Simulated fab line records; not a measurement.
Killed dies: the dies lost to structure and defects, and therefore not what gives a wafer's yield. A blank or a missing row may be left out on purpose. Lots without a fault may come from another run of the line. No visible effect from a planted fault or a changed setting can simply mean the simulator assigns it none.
Matching of chambers / flow sky130 / SKY_CONTACT_CMP_27 on cmp-01 has 4 sister chambers
The step polishes, stops on SiO2, t overpolish 15 s, target thk 0 nm. 16 wafers are shown with their chamber, then 8 later ones without.

== EACH WAFER AND ITS CHAMBER ==
wafer=L934.1; chamber=0; motorCurrentA (A)=12.3; timeToEndpointS (s)=79; overpolishRunS (s)=15.000
wafer=L934.5; chamber=0; motorCurrentA (A)=11.6; timeToEndpointS (s)=81; overpolishRunS (s)=14.997
wafer=L934.6; chamber=1; motorCurrentA (A)=13.1; timeToEndpointS (s)=76; overpolishRunS (s)=14.996
wafer=L940.1; chamber=1; motorCurrentA (A)=12.8; timeToEndpointS (s)=80; overpolishRunS (s)=14.990
wafer=L940.3; chamber=2; motorCurrentA (A)=11.4; timeToEndpointS (s)=82; overpolishRunS (s)=15.007
wafer=L940.6; chamber=3; motorCurrentA (A)=11.9; timeToEndpointS (s)=80; overpolishRunS (s)=14.998
wafer=L944.3; chamber=2; motorCurrentA (A)=11.3; timeToEndpointS (s)=84; overpolishRunS (s)=14.996
wafer=L944.5; chamber=2; motorCurrentA (A)=11.2; timeToEndpointS (s)=83; overpolishRunS (s)=15.004
wafer=L944.6; chamber=1; motorCurrentA (A)=13.0; timeToEndpointS (s)=82; overpolishRunS (s)=15.002
wafer=L947.2; chamber=2; motorCurrentA (A)=11.0; timeToEndpointS (s)=78; overpolishRunS (s)=14.994
wafer=L947.3; chamber=3; motorCurrentA (A)=11.9; timeToEndpointS (s)=82; overpolishRunS (s)=14.996
wafer=L947.6; chamber=1; motorCurrentA (A)=12.9; timeToEndpointS (s)=80; overpolishRunS (s)=15.008
wafer=L948.2; chamber=1; motorCurrentA (A)=12.5; timeToEndpointS (s)=79; overpolishRunS (s)=14.980
wafer=L948.5; chamber=0; motorCurrentA (A)=12.3; timeToEndpointS (s)=78; overpolishRunS (s)=14.997
wafer=L948.6; chamber=3; motorCurrentA (A)=11.2; timeToEndpointS (s)=77; overpolishRunS (s)=14.998
wafer=L953.1; chamber=1; motorCurrentA (A)=13.3; timeToEndpointS (s)=75; overpolishRunS (s)=14.998

SIGNATURES (averages over the wafers above)
reading=motorCurrentA; chamber 0=12.067; chamber 1=12.933; chamber 2=11.225; chamber 3=11.667; scatter within a chamber=0.305
reading=timeToEndpointS; chamber 0=79.33; chamber 1=78.67; chamber 2=81.75; chamber 3=79.67; scatter within a chamber=2.47
reading=overpolishRunS; chamber 0=14.99800; chamber 1=14.99567; chamber 2=15.00025; chamber 3=14.99733; scatter within a chamber=0.00708
Rule: a wafer's distance from a chamber is the root of the sum, over the readings, of the square of ((its reading less the chamber's mean) divided by the reading's scatter). The wafer belongs to the nearest chamber; if the next one is less than 2 further off, it can't be placed. The scatter is the square root of a quotient: the sum, over the shown wafers, of each reading's squared deviation from its chamber's mean, divided by wafers minus chambers.

== WAFERS WHOSE CHAMBER IS MISSING ==
wafer=L953.2; motorCurrentA (A)=12.0; timeToEndpointS (s)=75; overpolishRunS (s)=15.000
wafer=L953.6; motorCurrentA (A)=11.9; timeToEndpointS (s)=80; overpolishRunS (s)=15.002
wafer=L954.1; motorCurrentA (A)=12.0; timeToEndpointS (s)=81; overpolishRunS (s)=14.992
wafer=L954.2; motorCurrentA (A)=10.9; timeToEndpointS (s)=77; overpolishRunS (s)=14.990
wafer=L954.3; motorCurrentA (A)=12.3; timeToEndpointS (s)=76; overpolishRunS (s)=14.994
wafer=L955.1; motorCurrentA (A)=12.2; timeToEndpointS (s)=78; overpolishRunS (s)=15.009
wafer=L955.2; motorCurrentA (A)=12.4; timeToEndpointS (s)=80; overpolishRunS (s)=14.997
wafer=L955.5; motorCurrentA (A)=12.3; timeToEndpointS (s)=81; overpolishRunS (s)=15.006

== EACH ONE'S CHAMBER ==
wafer=L953.2; from the rows above=can't be placed: 0 or 3 or 1 or 2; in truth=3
wafer=L953.6; from the rows above=can't be placed: 0 or 3 or 2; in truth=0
wafer=L954.1; from the rows above=can't be placed: 0 or 3 or 2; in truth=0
wafer=L954.2; from the rows above=can't be placed: 2 or 3 or 0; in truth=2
wafer=L954.3; from the rows above=can't be placed: 0 or 1 or 3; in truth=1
wafer=L955.1; from the rows above=can't be placed: 0 or 3 or 1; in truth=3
wafer=L955.2; from the rows above=can't be placed: 0 or 1 or 3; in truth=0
wafer=L955.5; from the rows above=can't be placed: 0 or 3 or 1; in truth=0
0 of 8 placed correctly. These rows do not allow placing 8 (true chamber among the candidates in 8). 0 placed wrongly.
